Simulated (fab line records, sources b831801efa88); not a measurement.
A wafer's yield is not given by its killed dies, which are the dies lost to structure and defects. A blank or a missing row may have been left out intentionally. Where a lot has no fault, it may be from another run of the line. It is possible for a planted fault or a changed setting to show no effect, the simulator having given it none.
2 desks, one fault -- flow sky130 -- what lay behind the numbers comes last; until then each desk has only its own

## THE TOOL OWNER'S DESK: plasmaAsher-04
The tool's own readings at SKY_NWELL_STRIP_25 (strips in O2/N2): means of the sampled wafers that have a number, for each lot that ran on this tool. The brackets show how far a lot's mean lies from the usual mean; more than 4 standard deviations puts the lot out of limits, marked OUT.
Columns: A = chamberPressureMTorr at SKY_NWELL_STRIP_25, usual 1500.0 mTorr; B = drypumpMotorCurrentA at SKY_NWELL_STRIP_25, usual 5.8 A; C = oesProductAu at SKY_NWELL_STRIP_25, usual 0.723 a.u.; D = stripTimeToEndpointS at SKY_NWELL_STRIP_25, usual 36.94 s
lot,first seen here,A,B,C,D
L994,day 6 15:55,1500.1,5.1,0.722,36.81
L997,day 7 05:38,1499.4,5.9,0.724,36.86
L101,day 8 04:19,1499.9,5.9,0.949 (+47) OUT,-
L111,day 10 17:59,1499.5,5.9,0.719,37.04
L112,day 11 03:01,1499.8,5.5,0.725,36.90
Finding of this desk: L101 out of limits; the first was L101 at day 8 04:19, on oesProductAu at SKY_NWELL_STRIP_25. L994, L997, L111, L112 stayed within limits.

## FROM THE METROLOGY DESK
What the gauges read, lot by lot, whatever tool the lot ran on: means of the sampled wafers that have a number. The brackets show how far a lot's mean lies from the usual mean; more than 4 standard deviations puts the lot out of limits, marked OUT.
Columns: A = NWELL_01_OVL at SKY_NWELL_OVL_MEAS_23, usual 0.1 nm; B = cdNm at SKY_VT_ADJUST_HVTP_CD_MEAS_07, usual 379.5 nm; C = VT_ADJUST_HVTP_TW at SKY_VT_ADJUST_HVTP_TW_MEAS_11, usual 1366
lot,first seen here,A,B,C
L991,day 5 19:32,0.1,381.1,1362
L992,day 5 21:51,-0.1,380.2,1376
L993,day 6 04:07,-0.3,383.1,1373
L994,day 6 15:44,-0.3,378.1,1362
L995,day 6 20:38,-2.2,375.2,1361
L996,day 7 00:23,1.6,378.9,1365
L997,day 7 05:27,-0.3,378.7,1368
L998,day 7 11:59,-0.2,378.0,1364
L999,day 7 18:26,0.1,375.6,1365
L101,day 8 04:06,1.2,382.1,30 (-99 or more) OUT
L106,day 9 18:43,-2.3,380.2,1364
L111,day 10 17:49,0.8,382.5,1368
L112,day 11 02:50,-0.2,381.9,1355
Per this desk, out of limits: L101; the first was L101, day 9 02:08 (VT_ADJUST_HVTP_TW at SKY_VT_ADJUST_HVTP_TW_MEAS_11). L991, L992, L993, L994, L995, L996, L997, L998, L999, L106, L111, L112 stayed within limits.

## BROUGHT TOGETHER
The tool owner's desk had the chance to raise an alarm at day 8 04:19 on L101.
At day 9 02:08 the metrology desk could have sounded an alarm, on L101.
Every lot named ran SKY_NWELL_STRIP_25 on plasmaAsher-04.

## WHAT WAS PUT IN BY THE SIMULATOR
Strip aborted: plasmaAsher-04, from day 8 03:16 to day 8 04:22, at SKY_NWELL_STRIP_25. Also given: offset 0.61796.
Lots struck among those shown: L101.
Hours from the fault's start to each desk's first reading out of limits: the tool owner's desk, 1; the metrology desk, 23.
